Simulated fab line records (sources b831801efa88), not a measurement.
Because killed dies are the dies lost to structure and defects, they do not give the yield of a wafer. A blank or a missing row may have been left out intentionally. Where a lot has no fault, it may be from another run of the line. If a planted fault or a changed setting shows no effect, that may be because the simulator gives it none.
2 desks looking at one fault -- flow sky130 -- only its own numbers are on each desk; what lay behind them is given at the end

## FOR THE TOOL OWNER'S DESK: furnace-01
The tool's own readings at SKY_NWELL_OXIDATION_01 (stabilise 600 s, purge 300 s, target thk 10 nm): means of the sampled wafers that have a number, for each lot that ran on this tool. The brackets show how far a lot's mean lies from the usual mean; more than 4 standard deviations puts the lot out of limits, marked OUT. Of its 11 readings 7 are shown: the one that was out of limits first, and those that lie furthest out on some lot.
Columns: A = spikeTcBottomC at SKY_NWELL_OXIDATION_01, usual 920 C; B = spikeTcCentreC at SKY_NWELL_OXIDATION_01, usual 900.0 C; C = spikeTcLowerC at SKY_NWELL_OXIDATION_01, usual 900.0 C; D = spikeTcTopC at SKY_NWELL_OXIDATION_01, usual 912.6 C; E = spikeTcUpperC at SKY_NWELL_OXIDATION_01, usual 898.7 C; F = tubeCenterTempC at SKY_NWELL_OXIDATION_01, usual 899.99 C; G = tube_center_temp_C_max at SKY_NWELL_OXIDATION_01, usual 902.3
lot,first seen here,A,B,C,D,E,F,G
L488,day 3 01:31,923,899.2,898.9,912.9,898.2,899.89,902.1
L492,day 4 09:24,925,899.7,898.6,913.0,898.5,900.09,902.3
L493,day 4 09:24,923,899.8,899.9,913.8,897.3,900.00,902.6
L494,day 5 02:20,820 (-24) OUT,794.3 (-99 or more) OUT,794.5 (-81) OUT,811.1 (-85) OUT,793.4 (-99 or more) OUT,794.79 (-99 or more) OUT,797.5 (-99 or more) OUT
L495,day 5 02:20,820 (-24) OUT,794.3 (-99 or more) OUT,793.5 (-82) OUT,811.6 (-84) OUT,793.8 (-99 or more) OUT,794.62 (-99 or more) OUT,796.7 (-99 or more) OUT
L496,day 5 02:20,820 (-24) OUT,794.5 (-99 or more) OUT,794.6 (-81) OUT,810.1 (-85) OUT,792.8 (-99 or more) OUT,794.66 (-99 or more) OUT,797.0 (-99 or more) OUT
This desk's finding: out of limits on L494, L495, L496; first on L494, day 5 02:20 (spikeTcBottomC at SKY_NWELL_OXIDATION_01). L488, L492, L493 stayed within limits.

## AT THE METROLOGY DESK
What the gauges read, lot by lot, whatever tool the lot ran on: means of the sampled wafers that have a number. The brackets show how far a lot's mean lies from the usual mean; more than 4 standard deviations puts the lot out of limits, marked OUT.
Columns: A = NWELL_OXIDATION_THK at SKY_NWELL_THK_MEAS_02, usual 10.00 nm; B = SONOS_ONO_CVD_04_THK at SKY_SONOS_ONO_THK_MEAS_05, usual 5.76 nm
lot,first seen here,A,B
L488,day 3 02:55,10.16,5.59
L493,day 4 10:47,9.88,5.86
L492,day 4 10:49,9.94,5.64
L495,day 5 03:43,2.66 (-39) OUT,5.68
L494,day 5 03:44,2.87 (-38) OUT,5.71
L496,day 5 03:46,2.55 (-39) OUT,5.86
L501,day 6 10:17,10.17,5.77
L505,day 6 21:15,9.87,5.89
L507,day 7 05:49,9.99,5.69
L508,day 7 05:50,9.86,5.80
This desk finds L494, L495, L496 out of limits, with the earliest case on L495 at day 5 03:43 (NWELL_OXIDATION_THK at SKY_NWELL_THK_MEAS_02). L488, L493, L492, L501, L505, L507, L508 stayed within limits.

## ALL TOGETHER
On L494, L495, L496, at day 5 02:20, an alarm was possible from the tool owner's desk.
L494, L495, L496 would have let the metrology desk raise an alarm at day 5 03:43.
Of the lots named, all ran SKY_NWELL_OXIDATION_01 on furnace-01.

## WHAT HAD BEEN PUT IN BY THE SIMULATOR
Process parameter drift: furnace-01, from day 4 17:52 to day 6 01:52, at SKY_NWELL_OXIDATION_01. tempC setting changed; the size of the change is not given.
Shown lots that were struck: L494, L495, L496.
Counting hours from when the fault started, the first reading out of limits came at 8 for the tool owner's desk and at 10 for the metrology desk.
